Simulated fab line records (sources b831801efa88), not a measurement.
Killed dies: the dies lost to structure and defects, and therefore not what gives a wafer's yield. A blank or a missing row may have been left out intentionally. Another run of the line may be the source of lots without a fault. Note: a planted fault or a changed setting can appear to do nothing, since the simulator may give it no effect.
fab line records	flow gf180mcu
record lots=24	wafers=72	lastDay=34
route steps=602 shown HV_LDD@199 NSD@247 SALICIDE@282 V3@445
lots that met no fault: taken from a fault-free run of the same line
startH: start of the lot's first displayed wafer, in hours after the record's first day	waitH: hours from the lot's prior step to this one	" same as the row above	L1.1+2: a row that stands for several wafers	- either no value or no given start	* or withheld: withheld	< > ~ a bound
route shown NAME@n: a module of which the file shows steps, and the number in the route of the first	usual: average and standard deviation across the fault-free wafers	same: alike in all rows	chamber/n: place in a boat	sites: per-site readings	_std_site: the standard deviation of these	_edge_site: outer sites' mean less inner sites'	radiusMm: how far each site lies from the wafer's centre	mask NAME#n: copy n	behind: the tool/chamber that last shaped the wafer	hold: why the lot was held/for how many hours/how that ended	device: whichever transistor did not switch (one of n, p or np)	end of line: the route-end tests of the same wafers	for a step that has no rows: nothing shown but its recipe	killed: count of dies lost to structure and defects at first sort (not the wafer's yield)	map: the dies of a wafer, with x for killed, . for not killed, _ for no die there
set.NAME: setting as actually run; set.NAME@STEP: the setting as run at that earlier step	model.NAME: the simulator's own value behind a step, which no gauge read
route steps across a sampled set of lots; one table per step, one row per wafer
services: a tool's chamber out of use, with start hour (startH, from the record's first day; less than 0 if before it), hours out, and reason
## steps
# step GF_HV_LDD_TW_MEAS_23
# usual HV_LDD_2_TW=1057/11
lot.wafer	tool	chamber	startH	waitH	HV_LDD_2_TW
L074.2	filmMetro-01	-	235.77	0.1	1045
L074.4	"	-	"	"	1042
L074.6	"	-	"	"	1037
L075.3	filmMetro-01	-	242.93	0.1	1045
L075.4	"	-	"	"	1041
L075.6	"	-	"	"	1046
L076.1	filmMetro-01	-	257.37	0.1	1042
L076.3	"	-	"	"	1042
L076.5	"	-	"	"	1044
L077.4	filmMetro-02	-	259.69	0.1	1053
L077.5	"	-	"	"	1049
L077.6	"	-	"	"	1050
L078.2	filmMetro-04	-	269.04	0.1	1063
L078.5	"	-	"	"	1065
L078.6	"	-	"	"	1061
L079.1	filmMetro-02	-	276.37	0.1	1049
L079.4	"	-	"	"	1053
L079.5	"	-	"	"	1051
L080.2	filmMetro-02	-	284.47	0.1	1050
L080.3	"	-	"	"	1048
L080.5	"	-	"	"	1059
L081.1	filmMetro-01	-	291.27	0.1	1049
L081.2	"	-	"	"	1049
L081.6	"	-	"	"	1049
L082.3	filmMetro-01	-	294.10	0.1	1045
L082.5	"	-	"	"	1046
L082.6	"	-	"	"	1051
L083.2	filmMetro-04	-	306.39	0.1	1073
L083.5	"	-	"	"	1071
L083.6	"	-	"	"	1076
L084.1	filmMetro-04	-	313.58	0.1	1061
L084.2	"	-	"	"	1063
L084.4	"	-	"	"	1070
L085.2	filmMetro-02	-	317.32	0.1	1064
L085.3	"	-	"	"	1058
L085.4	"	-	"	"	1059
L086.1	filmMetro-04	-	328.40	0.1	1068
L086.3	"	-	"	"	1066
L086.5	"	-	"	"	1070
L087.1	filmMetro-04	-	335.62	0.1	1069
L087.4	"	-	"	"	1071
L087.5	"	-	"	"	1069
L088.2	filmMetro-04	-	343.83	0.1	1067
L088.3	"	-	"	"	1062
L088.5	"	-	"	"	1074
L089.2	filmMetro-01	-	353.73	0.1	1049
L089.5	"	-	"	"	1050
L089.6	"	-	"	"	1050
L090.1	filmMetro-04	-	354.32	0.1	1074
L090.2	"	-	"	"	1070
L090.3	"	-	"	"	1070
L091.2	filmMetro-04	-	367.38	0.1	1066
L091.5	"	-	"	"	1067
L091.6	"	-	"	"	1069
L092.3	filmMetro-04	-	379.25	0.1	1063
L092.5	"	-	"	"	1059
L092.6	"	-	"	"	1066
L093.1	filmMetro-04	-	390.76	0.1	1066
L093.4	"	-	"	"	1072
L093.5	"	-	"	"	1073
L094.1	filmMetro-02	-	393.26	0.1	1052
L094.4	"	-	"	"	1052
L094.6	"	-	"	"	1050
L095.2	filmMetro-01	-	398.73	0.1	1042
L095.4	"	-	"	"	1042
L095.6	"	-	"	"	1040
L096.2	filmMetro-01	-	412.59	0.1	1049
L096.3	"	-	"	"	1049
L096.4	"	-	"	"	1055
L097.2	filmMetro-02	-	422.12	0.1	1041
L097.3	"	-	"	"	1041
L097.6	"	-	"	"	1042
# step GF_HV_LDD_CD_MEAS_31
# recipe targetCdNm=400
# usual cdNm=400.0/2.5
lot.wafer	tool	chamber	startH	waitH	cdNm
L074.2	cdSem-02	-	254.13	0.1	396.7
L074.4	"	-	"	"	396.9
L074.6	"	-	"	"	396.7
L075.3	cdSem-02	-	261.59	0.1	399.0
L075.4	"	-	"	"	396.7
L075.6	"	-	"	"	402.2
L076.1	cdSem-02	-	276.83	0.1	401.8
L076.3	"	-	"	"	401.4
L076.5	"	-	"	"	397.6
L077.4	cdSem-01	-	279.41	0.1	402.0
L077.5	"	-	"	"	401.8
L077.6	"	-	"	"	401.7
L078.2	cdSem-02	-	288.68	0.1	400.3
L078.5	"	-	"	"	400.1
L078.6	"	-	"	"	399.3
L079.1	cdSem-02	-	296.08	0.1	399.6
L079.4	"	-	"	"	401.0
L079.5	"	-	"	"	400.1
L080.2	cdSem-01	-	304.03	0.1	398.2
L080.3	"	-	"	"	399.1
L080.5	"	-	"	"	397.2
L081.1	cdSem-02	-	311.18	0.1	397.5
L081.2	"	-	"	"	399.0
L081.6	"	-	"	"	398.9
L082.3	cdSem-01	-	314.12	0.1	406.9
L082.5	"	-	"	"	406.5
L082.6	"	-	"	"	407.1
L083.2	cdSem-01	-	327.67	0.1	399.1
L083.5	"	-	"	"	399.1
L083.6	"	-	"	"	397.2
L084.1	cdSem-01	-	334.95	0.1	396.7
L084.2	"	-	"	"	398.0
L084.4	"	-	"	"	399.9
L085.2	cdSem-02	-	337.90	0.1	395.4
L085.3	"	-	"	"	396.1
L085.4	"	-	"	"	395.1
L086.1	cdSem-01	-	349.35	0.1	402.0
L086.3	"	-	"	"	402.2
L086.5	"	-	"	"	401.0
L087.1	cdSem-01	-	356.63	0.1	402.5
L087.4	"	-	"	"	402.4
L087.5	"	-	"	"	402.1
L088.2	cdSem-02	-	365.02	0.1	399.1
L088.3	"	-	"	"	402.4
L088.5	"	-	"	"	398.5
L089.2	cdSem-02	-	375.45	0.1	401.6
L089.5	"	-	"	"	403.8
L089.6	"	-	"	"	403.7
L090.1	cdSem-02	-	376.55	0.1	404.0
L090.2	"	-	"	"	404.0
L090.3	"	-	"	"	403.1
L091.2	cdSem-01	-	390.19	0.1	400.3
L091.5	"	-	"	"	397.6
L091.6	"	-	"	"	398.6
L092.3	cdSem-01	-	403.03	0.1	397.7
L092.5	"	-	"	"	399.4
L092.6	"	-	"	"	401.2
L093.1	cdSem-01	-	413.70	0.1	399.2
L093.4	"	-	"	"	399.2
L093.5	"	-	"	"	399.5
L094.1	cdSem-02	-	417.20	0.1	400.5
L094.4	"	-	"	"	398.4
L094.6	"	-	"	"	398.9
L095.2	cdSem-02	-	422.02	0.1	400.3
L095.4	"	-	"	"	399.5
L095.6	"	-	"	"	401.3
L096.2	cdSem-02	-	436.48	0.1	397.9
L096.3	"	-	"	"	400.0
L096.4	"	-	"	"	397.7
L097.2	cdSem-02	-	447.08	0.1	401.9
L097.3	"	-	"	"	399.7
L097.6	"	-	"	"	399.7
# step GF_HV_LDD_THK_MEAS_57
# recipe reads=Si3N4_of_HV_LDD_CVD_56
# usual HV_LDD_CVD_56_THK=90.0/0.84
lot.wafer	tool	chamber	startH	waitH	HV_LDD_CVD_56_THK[nm]
L074.2	filmMetro-01	-	276.66	0.0	90.8
L074.4	"	-	"	"	90.8
L074.6	"	-	"	"	90.7
L075.3	filmMetro-04	-	285.37	0.0	89.5
L075.4	"	-	"	"	90.1
L075.6	"	-	"	"	89.3
L076.1	filmMetro-02	-	302.12	0.0	89.6
L076.3	"	-	"	"	89.9
L076.5	"	-	"	"	90.4
L077.4	filmMetro-01	-	303.87	0.0	91.4
L077.5	"	-	"	"	91.1
L077.6	"	-	"	"	91.2
L078.2	filmMetro-01	-	312.35	0.0	88.5
L078.5	"	-	"	"	88.3
L078.6	"	-	"	"	88.8
L079.1	filmMetro-04	-	320.87	0.0	91.4
L079.4	"	-	"	"	90.9
L079.5	"	-	"	"	91.0
L080.2	filmMetro-04	-	329.32	0.0	90.2
L080.3	"	-	"	"	89.9
L080.5	"	-	"	"	90.4
L081.1	filmMetro-02	-	336.09	0.0	90.9
L081.2	"	-	"	"	91.1
L081.6	"	-	"	"	90.5
L082.3	filmMetro-02	-	339.64	0.0	90.8
L082.5	"	-	"	"	91.1
L082.6	"	-	"	"	90.7
L083.2	filmMetro-02	-	353.42	0.0	90.0
L083.5	"	-	"	"	89.9
L083.6	"	-	"	"	89.8
L085.2	filmMetro-04	-	362.83	0.0	89.5
L085.3	"	-	"	"	89.0
L085.4	"	-	"	"	89.2
L084.1	filmMetro-04	-	363.09	0.0	90.5
L084.2	"	-	"	"	89.5
L084.4	"	-	"	"	89.7
L086.1	filmMetro-01	-	375.32	0.0	89.5
L086.3	"	-	"	"	89.4
L086.5	"	-	"	"	90.2
L087.1	filmMetro-04	-	383.16	0.0	91.2
L087.4	"	-	"	"	89.3
L087.5	"	-	"	"	89.6
L088.2	filmMetro-04	-	391.96	0.0	91.3
L088.3	"	-	"	"	91.4
L088.5	"	-	"	"	90.6
L089.2	filmMetro-01	-	402.43	0.0	89.2
L089.5	"	-	"	"	89.4
L089.6	"	-	"	"	89.2
L090.1	filmMetro-02	-	402.73	0.0	90.9
L090.2	"	-	"	"	91.2
L090.3	"	-	"	"	90.3
L091.2	filmMetro-02	-	417.72	0.0	88.9
L091.5	"	-	"	"	88.1
L091.6	"	-	"	"	88.9
L092.3	filmMetro-01	-	430.76	0.0	89.4
L092.5	"	-	"	"	89.0
L092.6	"	-	"	"	89.9
L093.1	filmMetro-02	-	442.32	0.0	89.1
L093.4	"	-	"	"	89.9
L093.5	"	-	"	"	90.3
L094.1	filmMetro-02	-	445.01	0.0	89.3
L094.4	"	-	"	"	89.6
L094.6	"	-	"	"	89.1
L095.2	filmMetro-01	-	450.59	0.0	89.5
L095.4	"	-	"	"	90.2
L095.6	"	-	"	"	89.2
L096.2	filmMetro-02	-	465.13	0.0	91.7
L096.3	"	-	"	"	91.1
L096.4	"	-	"	"	91.3
L097.2	filmMetro-02	-	475.88	0.0	89.8
L097.3	"	-	"	"	89.4
L097.6	"	-	"	"	89.3
# step GF_NSD_TW_MEAS_12
# usual NSD_TW=4251/42
lot.wafer	tool	chamber	startH	waitH	NSD_TW
L074.2	filmMetro-03	-	296.98	0.1	4237
L074.4	"	-	"	"	4259
L074.6	"	-	"	"	4246
L075.3	filmMetro-02	-	305.84	0.1	4243
L075.4	"	-	"	"	4225
L075.6	"	-	"	"	4208
L076.1	filmMetro-03	-	323.38	0.1	4236
L076.3	"	-	"	"	4251
L076.5	"	-	"	"	4215
L077.4	filmMetro-04	-	325.75	0.1	4294
L077.5	"	-	"	"	4299
L077.6	"	-	"	"	4289
L078.2	filmMetro-03	-	333.18	0.1	4214
L078.5	"	-	"	"	4247
L078.6	"	-	"	"	4247
L079.1	filmMetro-03	-	342.72	0.1	4241
L079.4	"	-	"	"	4223
L079.5	"	-	"	"	4250
L080.2	filmMetro-03	-	350.73	0.1	4237
L080.3	"	-	"	"	4221
L080.5	"	-	"	"	4226
L081.1	filmMetro-03	-	358.13	0.1	4215
L081.2	"	-	"	"	4223
L081.6	"	-	"	"	4220
L082.3	filmMetro-02	-	360.89	0.1	4242
L082.5	"	-	"	"	4264
L082.6	"	-	"	"	4249
L083.2	filmMetro-02	-	375.93	0.1	4243
L083.5	"	-	"	"	4253
L083.6	"	-	"	"	4255
L085.2	filmMetro-03	-	386.08	0.1	4213
L085.3	"	-	"	"	4205
L085.4	"	-	"	"	4213
L084.1	filmMetro-04	-	386.18	0.1	4319
L084.2	"	-	"	"	4315
L084.4	"	-	"	"	4299
L086.1	filmMetro-04	-	399.57	0.1	4311
L086.3	"	-	"	"	4291
L086.5	"	-	"	"	4303
L087.1	filmMetro-02	-	407.27	0.1	4221
L087.4	"	-	"	"	4240
L087.5	"	-	"	"	4250
L088.2	filmMetro-03	-	415.73	0.1	4249
L088.3	"	-	"	"	4258
L088.5	"	-	"	"	4259
L089.2	filmMetro-02	-	425.73	0.1	4228
L089.5	"	-	"	"	4219
L089.6	"	-	"	"	4200
L090.1	filmMetro-02	-	426.23	0.1	4205
L090.2	"	-	"	"	4196
L090.3	"	-	"	"	4182
L091.2	filmMetro-02	-	441.88	0.1	4181
L091.5	"	-	"	"	4177
L091.6	"	-	"	"	4180
L092.3	filmMetro-02	-	455.84	0.1	4205
L092.5	"	-	"	"	4192
L092.6	"	-	"	"	4194
L093.1	filmMetro-04	-	467.42	0.1	4329
L093.4	"	-	"	"	4307
L093.5	"	-	"	"	4286
L094.1	filmMetro-04	-	470.32	0.1	4332
L094.4	"	-	"	"	4319
L094.6	"	-	"	"	4359
L095.2	filmMetro-04	-	474.89	0.1	4302
L095.4	"	-	"	"	4281
L095.6	"	-	"	"	4292
L096.2	filmMetro-04	-	489.73	0.1	4309
L096.3	"	-	"	"	4308
L096.4	"	-	"	"	4300
L097.2	filmMetro-02	-	499.78	0.1	4196
L097.3	"	-	"	"	4217
L097.6	"	-	"	"	4194
# step GF_SALICIDE_RS_MEAS_04
# recipe thkMeasGauge=four-point-probe	reads=TiN_of_SALICIDE_SPUTTER_03+Co_of_SALICIDE_SPUTTER_02
# usual SALICIDE_TIN_RS=16.4/0.31
lot.wafer	tool	chamber	startH	waitH	SALICIDE_TIN_RS[ohm/sq]
L074.2	filmMetro-04	-	339.58	0.0	16.2
L074.4	"	-	"	"	16.6
L074.6	"	-	"	"	16.0
L075.3	filmMetro-01	-	348.80	0.1	16.2
L075.4	"	-	"	"	16.2
L075.6	"	-	"	"	16.3
L076.1	filmMetro-03	-	367.07	0.0	16.8
L076.3	"	-	"	"	16.7
L076.5	"	-	"	"	16.8
L077.4	filmMetro-01	-	370.09	0.1	16.0
L077.5	"	-	"	"	16.1
L077.6	"	-	"	"	15.8
L078.2	filmMetro-03	-	377.79	0.0	16.5
L078.5	"	-	"	"	16.4
L078.6	"	-	"	"	16.8
L079.1	filmMetro-04	-	388.15	0.0	16.6
L079.4	"	-	"	"	16.6
L079.5	"	-	"	"	16.6
L080.2	filmMetro-01	-	396.48	0.0	16.8
L080.3	"	-	"	"	16.9
L080.5	"	-	"	"	16.6
L081.1	filmMetro-04	-	404.55	0.0	15.8
L081.2	"	-	"	"	16.0
L081.6	"	-	"	"	15.9
L082.3	filmMetro-04	-	408.51	0.1	16.7
L082.5	"	-	"	"	16.7
L082.6	"	-	"	"	16.7
L083.2	filmMetro-04	-	424.19	0.0	15.9
L083.5	"	-	"	"	16.0
L083.6	"	-	"	"	16.1
L085.2	filmMetro-03	-	434.52	0.0	16.4
L085.3	"	-	"	"	16.5
L085.4	"	-	"	"	16.5
L084.1	filmMetro-01	-	435.41	0.0	16.6
L084.2	"	-	"	"	16.3
L084.4	"	-	"	"	16.6
L086.1	filmMetro-04	-	449.82	0.0	16.6
L086.3	"	-	"	"	16.3
L086.5	"	-	"	"	16.7
L087.1	filmMetro-01	-	456.28	0.0	16.1
L087.4	"	-	"	"	16.4
L087.5	"	-	"	"	16.7
L088.2	filmMetro-04	-	465.60	0.0	16.6
L088.3	"	-	"	"	16.6
L088.5	"	-	"	"	16.5
L089.2	filmMetro-03	-	475.46	0.0	16.5
L089.5	"	-	"	"	16.5
L089.6	"	-	"	"	16.4
L090.1	filmMetro-03	-	476.12	0.0	16.4
L090.2	"	-	"	"	16.1
L090.3	"	-	"	"	16.8
L091.2	filmMetro-01	-	492.35	0.0	16.9
L091.5	"	-	"	"	16.6
L091.6	"	-	"	"	16.7
L092.3	filmMetro-03	-	506.05	0.1	16.7
L092.5	"	-	"	"	16.5
L092.6	"	-	"	"	16.0
L093.1	filmMetro-04	-	516.55	0.0	16.6
L093.4	"	-	"	"	16.5
L093.5	"	-	"	"	16.7
L094.1	filmMetro-03	-	518.61	0.0	16.7
L094.4	"	-	"	"	16.5
L094.6	"	-	"	"	16.9
L095.2	filmMetro-01	-	522.93	0.0	16.7
L095.4	"	-	"	"	16.8
L095.6	"	-	"	"	16.6
L096.2	filmMetro-03	-	537.03	0.0	16.5
L096.3	"	-	"	"	16.2
L096.4	"	-	"	"	16.6
L097.2	filmMetro-03	-	547.12	0.0	16.0
L097.3	"	-	"	"	16.0
L097.6	"	-	"	"	15.8
# step GF_V3_ETCH_16
# recipe chemistry=N2/H2	targetDepthA=withheld	overetchA=withheld	timeS=withheld	target=BARC	ionEnergyEv=200	sourceW=500	biasW=100	pressureMtorr=30	n2FlowSccm=100	h2FlowSccm=200
# usual drypumpMotorCurrentA=5.8/0.53	oesProductAu=0.855/0.0045	rfFwdPowerW=495.5/2.1	throttleValvePct=13.225/0.008
lot.wafer	tool	chamber	startH	waitH	drypumpMotorCurrentA	oesProductAu	rfFwdPowerW	throttleValvePct
L074.2	rieDiel-02	3	513.66	0.0	5.2	0.859	494.0	13.228
L074.4	"	2	"	"	4.8	0.853	495.5	13.215
L074.6	"	2	"	"	4.8	0.866	497.2	13.242
L075.3	rieDiel-03	3	523.53	0.0	6.6	0.861	495.2	13.221
L075.4	"	0	"	"	5.6	0.856	496.6	13.226
L075.6	"	1	"	"	6.5	0.857	493.8	13.224
L076.1	rieDiel-01	3	543.25	0.0	6.0	0.856	494.8	13.222
L076.3	"	2	"	"	5.3	0.857	495.4	13.226
L076.5	"	2	"	"	5.3	0.857	494.9	13.238
L077.4	rieDiel-02	1	546.40	0.0	5.7	0.854	492.4	13.243
L077.5	"	3	"	"	5.2	0.864	492.0	13.217
L077.6	"	2	"	"	4.8	0.853	497.5	13.221
L078.2	rieDiel-03	1	557.02	0.0	6.5	0.849	496.6	13.231
L078.5	"	0	"	"	5.6	0.854	495.7	13.231
L078.6	"	1	"	"	6.5	0.855	497.9	13.234
L079.1	rieDiel-02	2	564.67	0.0	4.9	0.854	494.3	13.234
L079.4	"	3	"	"	5.3	0.856	496.3	13.223
L079.5	"	1	"	"	5.7	0.856	495.4	13.223
L080.2	rieDiel-01	1	570.53	0.0	5.1	0.856	497.0	13.216
L080.3	"	0	"	"	5.3	0.854	494.8	13.217
L080.5	"	0	"	"	5.3	0.863	493.7	13.225
L081.1	rieDiel-03	1	578.42	0.0	6.5	0.858	491.8	13.214
L081.2	"	2	"	"	5.9	0.849	494.7	13.214
L081.6	"	0	"	"	5.6	0.848	497.9	13.218
L082.3	rieDiel-01	1	581.17	0.0	5.1	0.845	497.2	13.238
L082.5	"	2	"	"	5.3	0.849	495.2	13.231
L082.6	"	1	"	"	5.1	0.862	496.4	13.224
L083.2	rieDiel-02	1	596.58	0.0	5.7	0.858	493.2	13.232
L083.5	"	3	"	"	5.3	0.864	491.0	13.219
L083.6	"	1	"	"	5.7	0.856	492.4	13.223
L085.2	rieDiel-02	3	604.63	0.0	5.3	0.852	493.2	13.225
L085.3	"	1	"	"	5.7	0.856	493.0	13.209
L085.4	"	3	"	"	5.2	0.858	491.1	13.228
L084.1	rieDiel-03	1	607.05	0.0	6.5	0.857	491.0	13.234
L084.2	"	2	"	"	5.9	0.855	498.5	13.224
L084.4	"	1	"	"	6.5	0.855	493.7	13.223
L086.1	rieDiel-02	2	618.30	0.0	4.9	0.864	496.7	13.230
L086.3	"	3	"	"	5.3	0.848	493.4	13.216
L086.5	"	1	"	"	5.7	0.858	494.0	13.222
L087.1	rieDiel-03	2	624.95	0.0	5.9	0.856	495.0	13.218
L087.4	"	1	"	"	6.5	0.856	495.3	13.232
L087.5	"	0	"	"	5.6	0.856	498.6	13.224
L088.2	rieDiel-03	3	631.97	0.0	6.6	0.848	493.7	13.230
L088.3	"	1	"	"	6.5	0.855	492.1	13.220
L088.5	"	0	"	"	5.6	0.855	497.5	13.219
L090.1	rieDiel-03	1	641.02	0.0	6.5	0.864	491.3	13.225
L090.2	"	3	"	"	6.6	0.856	497.9	13.220
L090.3	"	0	"	"	5.6	0.860	498.4	13.228
L089.2	rieDiel-01	3	641.63	0.0	6.0	0.855	493.8	13.228
L089.5	"	1	"	"	5.1	0.856	495.8	13.232
L089.6	"	0	"	"	5.3	0.858	494.3	13.233
L091.2	rieDiel-02	3	656.60	0.0	5.3	0.857	495.3	13.207
L091.5	"	1	"	"	5.8	0.852	497.7	13.211
L091.6	"	3	"	"	5.2	0.862	494.4	13.224
L092.3	rieDiel-03	3	666.32	0.0	6.6	0.853	497.1	13.228
L092.5	"	2	"	"	5.9	0.853	495.7	13.240
L092.6	"	1	"	"	6.5	0.853	493.7	13.225
L093.1	rieDiel-03	3	676.23	0.0	6.6	0.851	493.4	13.225
L093.4	"	2	"	"	5.9	0.860	498.0	13.232
L093.5	"	0	"	"	5.6	0.855	494.8	13.233
L094.1	rieDiel-02	2	679.02	0.0	4.8	0.858	494.6	13.229
L094.4	"	3	"	"	5.2	0.855	495.7	13.238
L094.6	"	3	"	"	5.3	0.857	494.9	13.229
L095.2	rieDiel-03	1	680.57	0.0	6.5	0.847	496.2	13.226
L095.4	"	2	"	"	5.9	0.856	495.4	13.228
L095.6	"	1	"	"	6.5	0.852	491.1	13.227
L096.2	rieDiel-03	2	694.12	0.0	5.9	0.862	495.7	13.224
L096.3	"	0	"	"	5.6	0.851	500.1	13.217
L096.4	"	1	"	"	6.5	0.844	494.0	13.228
L097.2	rieDiel-03	3	701.32	0.0	6.6	0.856	497.5	13.216
L097.3	"	1	"	"	6.5	0.859	494.1	13.222
L097.6	"	0	"	"	5.6	0.853	494.4	13.234
## services
tool	chamber	startH	hours	kind
rieDiel-01	1	509.14	1.4	repair
rieDiel-03	2	523.41	5.4	repair
rieDiel-03	3	547.67	10.3	repair
rieDiel-03	0	571.16	4.9	repair
rieDiel-02	2	584.91	-	clean
rieDiel-02	2	584.91	24.8	scheduledDown
rieDiel-02	2	584.91	24.8	ventCycle
rieDiel-03	3	596.04	15.0	repair
rieDiel-02	0	602.09	2.9	repair
rieDiel-01	1	602.65	10.3	repair
rieDiel-02	1	605.75	5.6	repair
rieDiel-02	0	625.50	15.3	repair
rieDiel-03	2	627.13	6.2	repair
rieDiel-01	2	628.65	6.7	repair
rieDiel-02	2	630.24	10.7	repair
rieDiel-02	0	641.04	-	clean
rieDiel-02	0	641.04	24.1	scheduledDown
rieDiel-02	0	641.04	24.1	ventCycle
rieDiel-02	2	644.90	16.0	repair
rieDiel-02	0	695.38	7.3	repair
## key
fault none
